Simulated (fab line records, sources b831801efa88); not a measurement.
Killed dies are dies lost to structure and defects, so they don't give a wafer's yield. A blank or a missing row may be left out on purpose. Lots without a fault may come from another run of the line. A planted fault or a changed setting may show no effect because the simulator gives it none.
One fault seen from 2 desks | flow sky130 | each desk has only its own numbers; what lay behind them comes last

THE METROLOGY DESK
What the gauges read, lot by lot, whatever tool the lot ran on: means of the sampled wafers that have a number. A lot is out of limits, marked OUT, if its mean lies more than 4 standard deviations from the usual mean; the brackets give that distance.
Columns: A = POLY_GATE_OXIDATION_THK at SKY_POLY_GATE_THK_MEAS_21, usual 3.95 nm; B = LDD_P_TW at SKY_LDD_P_TW_MEAS_11, usual 642; C = LDD_HVP_OVL at SKY_LDD_HVP_OVL_MEAS_07, usual 0.7 nm
lot  | first seen here | A    | B   | C
L844 | day 17 01:02    | 3.92 | 644 | 0.4
L847 | day 17 20:37    | 3.94 | 647 | -0.8
L851 | day 19 09:43    | 4.00 | 643 | 1.1
L852 | day 19 23:29    | 4.03 | 640 | 0.8
L854 | day 20 14:43    | 3.78 | 644 | 0.9
L855 | day 20 21:34    | 3.91 | 641 | 0.8
L856 | day 21 01:53    | 3.96 | 643 | 0.2
L858 | day 21 23:54    | 3.97 | 653 | 2.6
L859 | day 22 11:36    | 3.97 | 638 | -0.2
L860 | day 22 18:36    | 3.89 | 645 | 1.8
L861 | day 22 19:21    | 4.01 | 655 | -0.3
L866 | day 25 20:02    | 3.99 | 637 | 1.3
This desk's finding: nothing out of limits on any of the 12 lots.

THE TOOL OWNER'S DESK: implanter-02
The tool's own readings at SKY_LDD_P_IMPLANT_09: means of the sampled wafers that have a number, for each lot that ran on this tool. A lot is out of limits, marked OUT, if its mean lies more than 4 standard deviations from the usual mean; the brackets give that distance.
Columns: A = beam_energy_keV at SKY_LDD_P_IMPLANT_09, usual 25.000
lot  | first seen here | A
L854 | day 23 03:11    | 24.998
L855 | day 23 10:47    | 24.996
L856 | day 23 15:11    | 25.004
L858 | day 24 12:25    | 26.476 (+99 or more) OUT
L861 | day 25 07:16    | 26.475 (+99 or more) OUT
L866 | day 28 08:55    | 24.988
This desk's finding: out of limits on L858, L861; first on L858, day 24 12:25 (beam_energy_keV at SKY_LDD_P_IMPLANT_09). In limits: L854, L855, L856, L866.

PUT TOGETHER
The tool owner's desk could have raised an alarm at day 24 12:25, on L858, L861.
The metrology desk saw nothing out of limits.
The metrology desk has L858, L861 on record, within its limits.
Of the lots named, all ran SKY_LDD_P_IMPLANT_09 on implanter-02.

WHAT THE SIMULATOR HAD PUT IN
Process parameter drift: implanter-02, from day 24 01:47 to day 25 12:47, at SKY_LDD_P_IMPLANT_09. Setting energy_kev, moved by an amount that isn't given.
Lots struck among those shown: L858, L861.
Hours from the fault's start to each desk's first reading out of limits: the tool owner's desk, 11.
